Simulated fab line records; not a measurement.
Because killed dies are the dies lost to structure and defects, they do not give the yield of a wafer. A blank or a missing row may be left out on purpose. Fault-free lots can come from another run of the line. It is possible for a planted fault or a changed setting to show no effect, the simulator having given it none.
A single fault, viewed from 2 desks | flow sky130 | numbers are kept per desk, each desk with only its own; the story behind them comes last

== THE METROLOGY DESK ==
What the gauges read for every lot (on any tool): the sampled wafers with a number, averaged. The brackets show how far a lot's mean lies from the usual mean; more than 4 standard deviations puts the lot out of limits, marked OUT.
Columns: A = cd-nm at SKY_FIELD_ISO_CD_MEAS_13, usual 150.3 nm; B = FIELD_ISO_OXIDATION_01_THK at SKY_FIELD_ISO_THK_MEAS_23, usual 9.94 nm; C = FIELD_ISO_CVD_24_THK at SKY_FIELD_ISO_THK_MEAS_25, usual 596 nm
lot  | first seen here | A     | B     | C
L740 | day 3 18:07     | 150.7 | 9.86  | 600
L745 | day 4 17:28     | 148.6 | 10.02 | 592
L747 | day 5 06:07     | 150.3 | 10.01 | 595
L750 | day 5 21:10     | 150.6 | 9.95  | 593
L752 | day 6 07:49     | 147.5 | 9.86  | 597
This desk's verdict: no lot among the 5 shows anything out of limits.

== DESK OF THE TOOL OWNER: rie-si-02 ==
The tool's own readings at SKY_FIELD_ISO_ETCH_17 (etches Si in HBr/Cl2/O2, target depth 342 nm, time 97.7 s): means of the sampled wafers that have a number, for each lot that ran on this tool. The brackets show how far a lot's mean lies from the usual mean; more than 4 standard deviations puts the lot out of limits, marked OUT.
Columns: A = HBr_flow_sccm at SKY_FIELD_ISO_ETCH_17, usual 150.0 sccm; B = drypump-motor-current-A at SKY_FIELD_ISO_ETCH_17, usual 5.8 A; C = oes-product-au at SKY_FIELD_ISO_ETCH_17, usual 0.991 a.u.; D = run-length-s at SKY_FIELD_ISO_ETCH_17, usual 126.1 s; E = throttle-valve-pct at SKY_FIELD_ISO_ETCH_17, usual 25.663 %
lot  | first seen here | A     | B   | C     | D               | E
L745 | day 4 17:45     | 150.1 | 6.1 | 1.000 | 126.3           | 25.661
L747 | day 5 06:35     | 149.6 | 5.7 | 0.989 | 109.8 (-38) OUT | 25.667
This desk finds L747 out of limits, L747 being first, at day 5 06:35 (run-length-s at SKY_FIELD_ISO_ETCH_17). L745: within limits.

== ALL TOGETHER ==
On L747, at day 5 06:35, an alarm was possible from the tool owner's desk.
At the metrology desk, nothing out of limits was observed.
The metrology desk holds a record of L747, inside its limits.
SKY_FIELD_ISO_ETCH_17 was run on rie-si-02 by each of the lots named.

== WHAT THE SIMULATOR HAD INSERTED ==
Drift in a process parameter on rie-si-02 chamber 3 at SKY_FIELD_ISO_ETCH_17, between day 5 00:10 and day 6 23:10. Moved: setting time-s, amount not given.
Lots struck among those shown: L747.
Each desk's first reading out of limits, in hours after the fault started: the tool owner's desk, 6.
